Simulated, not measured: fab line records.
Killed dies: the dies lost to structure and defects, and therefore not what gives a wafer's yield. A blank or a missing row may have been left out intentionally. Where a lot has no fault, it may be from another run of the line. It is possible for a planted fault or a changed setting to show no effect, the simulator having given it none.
Which tool did it? :: flow gf180mcu :: 14 lots, 42 wafers sampled, at 5 steps of a route of 602

WHAT EACH GAUGE READ, for each wafer
GF_VT_IMPLANT_TW_MEAS_10.
lot: L434
measured: day 5 19:17
on: film_metro-03
VT_IMPLANT_TW: 561.2 557.2 558.5

lot: L435
measured: day 6 00:54
on: film_metro-01
VT_IMPLANT_TW: 563.7 562.1 559.7

lot: L436
measured: day 6 06:11
on: film_metro-04
VT_IMPLANT_TW: 566.0 562.7 564.8

lot: L437
measured: day 6 12:39
on: film_metro-04
VT_IMPLANT_TW: 561.2 559.5 560.5

lot: L438
measured: day 6 18:14
on: film_metro-01
VT_IMPLANT_TW: 558.2 562.6 559.9

lot: L439
measured: day 7 02:26
on: film_metro-04
VT_IMPLANT_TW: 562.5 562.8 559.9

lot: L440
measured: day 7 08:29
on: film_metro-03
VT_IMPLANT_TW: 559.0 559.5 556.3

lot: L442
measured: day 7 19:20
on: film_metro-03
VT_IMPLANT_TW: 557.4 560.1 554.3

lot: L443
measured: day 8 03:08
on: film_metro-03
VT_IMPLANT_TW: 557.2 557.6 555.2

lot: L446
measured: day 8 18:32
on: film_metro-03
VT_IMPLANT_TW: 554.6 555.8 554.0

lot: L454
measured: day 10 23:50
on: film_metro-03
VT_IMPLANT_TW: 560.7 559.2 559.7

lot: L455
measured: day 11 08:38
on: film_metro-03
VT_IMPLANT_TW: 560.0 560.4 563.4

lot: L456
measured: day 11 13:59
on: film_metro-04
VT_IMPLANT_TW: 561.1 563.0 561.8

lot: L457
measured: day 11 19:06
on: film_metro-01
VT_IMPLANT_TW: 560.3 558.7 563.1

GF_VT_IMPLANT_RS_MEAS_46: a four-point-probe measurement.
lot: L434
measured: day 7 18:41
on: film_metro-02
MVSD_RS (ohm/sq): 458.0 457.5 457.8

lot: L435
measured: day 8 00:28
on: film_metro-02
MVSD_RS (ohm/sq): 457.5 457.4 457.4

lot: L436
measured: day 8 06:12
on: film_metro-02
MVSD_RS (ohm/sq): 458.9 459.1 458.0

lot: L437
measured: day 8 14:00
on: film_metro-01
MVSD_RS (ohm/sq): 454.7 456.0 456.1

lot: L438
measured: day 8 19:57
on: film_metro-04
MVSD_RS (ohm/sq): 457.4 457.5 456.4

lot: L439
measured: day 9 04:25
on: film_metro-01
MVSD_RS (ohm/sq): 456.1 457.6 455.9

lot: L440
measured: day 9 12:06
on: film_metro-04
MVSD_RS (ohm/sq): 458.7 458.7 457.4

lot: L442
measured: day 9 22:53
on: film_metro-02
MVSD_RS (ohm/sq): 458.1 456.6 459.0

lot: L443
measured: day 10 08:18
on: film_metro-01
MVSD_RS (ohm/sq): 458.4 457.5 459.4

lot: L446
measured: day 11 00:25
on: film_metro-02
MVSD_RS (ohm/sq): 454.4 455.8 455.8

lot: L454
measured: day 13 11:41
on: film_metro-02
MVSD_RS (ohm/sq): 456.7 456.3 456.2

lot: L455
measured: day 13 21:34
on: film_metro-01
MVSD_RS (ohm/sq): 456.3 457.1 457.3

lot: L456
measured: day 14 03:24
on: film_metro-02
MVSD_RS (ohm/sq): 456.8 458.1 457.6

lot: L457
measured: day 14 10:02
on: film_metro-04
MVSD_RS (ohm/sq): 455.8 456.1 454.9

GF_HV_LDD_CD_MEAS_07: the cd target is 400 nm.
lot: L434
measured: day 10 09:59
on: cd_sem-02
cd_nm (nm): 397.6 398.9 400.0

lot: L435
measured: day 10 20:52
on: cd_sem-01
cd_nm (nm): 400.7 401.7 399.9

lot: L436
measured: day 10 20:59
on: cd_sem-02
cd_nm (nm): 403.0 399.6 398.8

lot: L437
measured: day 11 04:34
on: cd_sem-01
cd_nm (nm): 397.1 398.5 397.5

lot: L438
measured: day 11 18:43
on: cd_sem-02
cd_nm (nm): 407.3 405.9 403.5

lot: L439
measured: day 12 00:50
on: cd_sem-01
cd_nm (nm): 401.4 399.8 401.2

lot: L440
measured: day 12 06:57
on: cd_sem-02
cd_nm (nm): 403.7 403.2 403.3

lot: L442
measured: day 12 18:50
on: cd_sem-01
cd_nm (nm): 400.5 401.1 401.0

lot: L443
measured: day 13 03:17
on: cd_sem-02
cd_nm (nm): 408.4 411.3 409.0

lot: L446
measured: day 13 19:18
on: cd_sem-01
cd_nm (nm): 405.0 407.5 407.4

lot: L454
measured: day 16 12:15
on: cd_sem-01
cd_nm (nm): 398.4 400.6 401.0

lot: L455
measured: day 17 01:04
on: cd_sem-02
cd_nm (nm): 400.4 400.2 399.6

lot: L456
measured: day 17 04:54
on: cd_sem-02
cd_nm (nm): 400.2 397.2 398.2

lot: L457
measured: day 17 12:53
on: cd_sem-01
cd_nm (nm): 395.7 391.8 393.6

GF_HV_LDD_TW_MEAS_11.
lot: L434
measured: day 10 10:22
on: film_metro-04
HV_LDD_TW: 2402 2385 2407

lot: L435
measured: day 10 21:15
on: film_metro-04
HV_LDD_TW: 2391 2404 2392

lot: L436
measured: day 10 21:23
on: film_metro-01
HV_LDD_TW: 2418 2421 2411

lot: L437
measured: day 11 04:58
on: film_metro-01
HV_LDD_TW: 2397 2396 2402

lot: L438
measured: day 11 19:07
on: film_metro-02
HV_LDD_TW: 2395 2391 2391

lot: L439
measured: day 12 01:23
on: film_metro-02
HV_LDD_TW: 2374 2370 2370

lot: L440
measured: day 12 07:21
on: film_metro-04
HV_LDD_TW: 2415 2419 2416

lot: L442
measured: day 12 19:23
on: film_metro-01
HV_LDD_TW: 2407 2416 2419

lot: L443
measured: day 13 03:41
on: film_metro-02
HV_LDD_TW: 2413 2402 2401

lot: L446
measured: day 13 19:42
on: film_metro-01
HV_LDD_TW: 2415 2413 2415

lot: L454
measured: day 16 12:40
on: film_metro-02
HV_LDD_TW: 2382 2386 2368

lot: L455
measured: day 17 01:28
on: film_metro-04
HV_LDD_TW: 2402 2404 2410

lot: L456
measured: day 17 05:19
on: film_metro-04
HV_LDD_TW: 2417 2411 2406

lot: L457
measured: day 17 13:16
on: film_metro-04
HV_LDD_TW: 2406 2411 2417

WHAT TOOL EACH LOT RAN ON (gives the tool, then ch and the chambers of the sampled wafers, and finally the start)
lot: L434
GF_HV_LDD_DEVELOP_06: litho_track-03 ch 0, day 10 09:50

lot: L435
GF_HV_LDD_DEVELOP_06: litho_track-03 ch 0, day 10 20:43

lot: L436
GF_HV_LDD_DEVELOP_06: litho_track-02 ch 0, day 10 20:50

lot: L437
GF_HV_LDD_DEVELOP_06: litho_track-04 ch 0, day 11 04:26

lot: L438
GF_HV_LDD_DEVELOP_06: litho_track-02 ch 0, day 11 18:34

lot: L439
GF_HV_LDD_DEVELOP_06: litho_track-02 ch 0, day 12 00:41

lot: L440
GF_HV_LDD_DEVELOP_06: litho_track-03 ch 0, day 12 06:49

lot: L442
GF_HV_LDD_DEVELOP_06: litho_track-03 ch 0, day 12 18:41

lot: L443
GF_HV_LDD_DEVELOP_06: litho_track-03 ch 0, day 13 03:08

lot: L446
GF_HV_LDD_DEVELOP_06: litho_track-03 ch 0, day 13 19:10

lot: L454
GF_HV_LDD_DEVELOP_06: litho_track-04 ch 0, day 16 12:06

lot: L455
GF_HV_LDD_DEVELOP_06: litho_track-04 ch 0, day 17 00:56

lot: L456
GF_HV_LDD_DEVELOP_06: litho_track-04 ch 0, day 17 04:45

lot: L457
GF_HV_LDD_DEVELOP_06: litho_track-03 ch 0, day 17 12:46
- GF_HV_LDD_DEVELOP_06: develop time 60 s.

AS READ BY THE TOOLS THEMSELVES (means over the sampled wafers that have a number; for cases with no such wafer, the mark the record gives instead)
GF_HV_LDD_DEVELOP_06.
lot: L434
tool: litho_track-03
developer_temp_C (C): 22.88

lot: L435
tool: litho_track-03
developer_temp_C (C): 22.89

lot: L436
tool: litho_track-02
developer_temp_C (C): 22.96

lot: L437
tool: litho_track-04
developer_temp_C (C): 22.95

lot: L438
tool: litho_track-02
developer_temp_C (C): 22.97

lot: L439
tool: litho_track-02
developer_temp_C (C): 23.20

lot: L440
tool: litho_track-03
developer_temp_C (C): 23.07

lot: L442
tool: litho_track-03
developer_temp_C (C): 23.11

lot: L443
tool: litho_track-03
developer_temp_C (C): 20.74

lot: L446
tool: litho_track-03
developer_temp_C (C): 20.63

lot: L454
tool: litho_track-04
developer_temp_C (C): 23.14

lot: L455
tool: litho_track-04
developer_temp_C (C): 22.89

lot: L456
tool: litho_track-04
developer_temp_C (C): 23.12

lot: L457
tool: litho_track-03
developer_temp_C (C): 22.98

THE ANSWER, worked out from the rows above alone
Rule: what is usual is taken from the lots themselves. Put in order of their means at a reading, lots are off if they are a third of the lots or fewer, leave a main group of 4 or more, and stand apart from it by a gap of 3 or more times the standard deviation of the main group's means; of several such gaps the widest counts. If all means in a main group match to the digits the tables above print for the reading, that group is not used. A lot without any number at a reading at which 4 lots or more have one is off too. Any other lot the step has rows for is counted as sound. The gauges are gone through in route order, then the tools' own readings, and for those a lot's mean is taken as printed above. The first step at which some lot is off is used, and at that step the reading that is off furthest; a lot without a number counts as furthest.
Off: L443, L446, at GF_HV_LDD_DEVELOP_06 (developer_temp_C). The main group: mean 23.01 C, standard deviation 0.11.
If a tool, at that step or one of the process steps before it, ran each lot that is off and ran no sound lot following the first of them, it fits. Of those tried, none fits.

WHAT HAD BEEN PUT IN BY THE SIMULATOR
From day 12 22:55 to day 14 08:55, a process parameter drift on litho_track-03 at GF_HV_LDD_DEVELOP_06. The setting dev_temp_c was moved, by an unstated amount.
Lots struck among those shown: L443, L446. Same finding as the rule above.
